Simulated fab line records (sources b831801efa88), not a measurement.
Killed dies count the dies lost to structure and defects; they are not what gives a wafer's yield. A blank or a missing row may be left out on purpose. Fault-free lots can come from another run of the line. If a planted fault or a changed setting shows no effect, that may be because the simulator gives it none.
Comparing a struck lot with a sound one :: flow gf180mcu :: 16 out of 602 route steps
Sound: the wafers L436.2, L436.3, L436.5. The struck wafers were L449.1, L449.2, L449.5. The cause is given at the end.
Per side, at each step with rows, come the tool, then ch with its chambers, and then its first start. Under that, the readings that differ: sound wafers :: struck wafers :: difference of the means :: sigmas: that difference in standard deviations of wafers without a fault.
alike: readings with means less than 2 such deviations apart, plus words and numbers identical on both sides. not compared: withheld readings, readings lacking a value on some wafer, bounds such as >300 that could conceal the same value, and numbers that have no deviation in the record and whose values overlap.
A row with sigmas, a row that says differs or no value, or rows on one side alone: a step with any of these is where the two part. Non-overlapping numbers with no deviation appear without sigmas and do not part them. A reading missing from all wafers of one side parts the sides only when that side holds two or more wafers.

first, 2 steps without rows for these wafers: GF_NWELL_IMPLANT_08; GF_NWELL_IMPLANT_09.
GF_NWELL_STRIP_10: strips in O2/N2.
  sound on plasma_asher-03 ch 0,1, day 5 09:49; struck on plasma_asher-03 ch 0,1, day 8 08:43
  alike: drypump_motor_current_A, heater_power_w, oes_product_au, strip_time_to_endpoint_s
  not compared: rf_hours_counter_h
GF_NWELL_TW_MEAS_11:
  sound: film_metro-01 at day 5 09:56; struck: film_metro-01 at day 8 08:49
  alike: NWELL_TW
then, 7 steps without rows for these wafers: GF_LVPWELL_DEHYDRATE_00 (time 60 s); GF_LVPWELL_HMDS_01 (prime time 60 s); GF_LVPWELL_COAT_02 (resist thk 3000 nm); GF_LVPWELL_SOFTBAKE_03; GF_LVPWELL_EXPOSE_04 (exposes mask LVPWELL, target cd 600 nm); GF_LVPWELL_PEB_05; GF_LVPWELL_DEVELOP_06 (develop time 60 s).
GF_LVPWELL_OVL_MEAS_07:
  sound: overlay-02 at day 6 00:29; struck: overlay-01 at day 9 00:22
  alike: LVPWELL_OVL
GF_LVPWELL_IMPLANT_08:
  sound on implanter-04 ch 0, day 6 00:33; struck on implanter-03 ch 0, day 9 00:24
reading: implant_ion_amu
sound: 11 11 11
struck: 31 31 31
difference: +20
sigmas: 

reading: model.implant.rp_nm (nm)
sound: 462.2 462.2 462.2
struck: 219 219 219
difference: -243
sigmas: 

reading: model.implant.drp_nm (nm)
sound: 102.4 102.4 102.4
struck: 68.9 68.9 68.9
difference: -33.5
sigmas: 
  alike: faraday_current_uA
after that, 1 step had no rows for these wafers: GF_LVPWELL_IMPLANT_09.
GF_LVPWELL_STRIP_10: strips in O2/N2.
  sound on plasma_asher-02 ch 0,1, day 6 00:49; struck on plasma_asher-04 ch 0,1, day 9 00:42
  alike: drypump_motor_current_A, heater_power_w, oes_product_au, strip_time_to_endpoint_s
  not compared: rf_hours_counter_h
GF_LVPWELL_TW_MEAS_11:
  sound: film_metro-01 at day 6 00:56; struck: film_metro-02 at day 9 01:01
reading: LVPWELL_TW
sound: 566 564 569
struck: 1299 1304 1294
difference: +733
sigmas: +99 or more
  not compared: hold

== WHERE THEY PART ==
Within this record, at GF_LVPWELL_TW_MEAS_11 only.

WHY: the cause the simulator had injected
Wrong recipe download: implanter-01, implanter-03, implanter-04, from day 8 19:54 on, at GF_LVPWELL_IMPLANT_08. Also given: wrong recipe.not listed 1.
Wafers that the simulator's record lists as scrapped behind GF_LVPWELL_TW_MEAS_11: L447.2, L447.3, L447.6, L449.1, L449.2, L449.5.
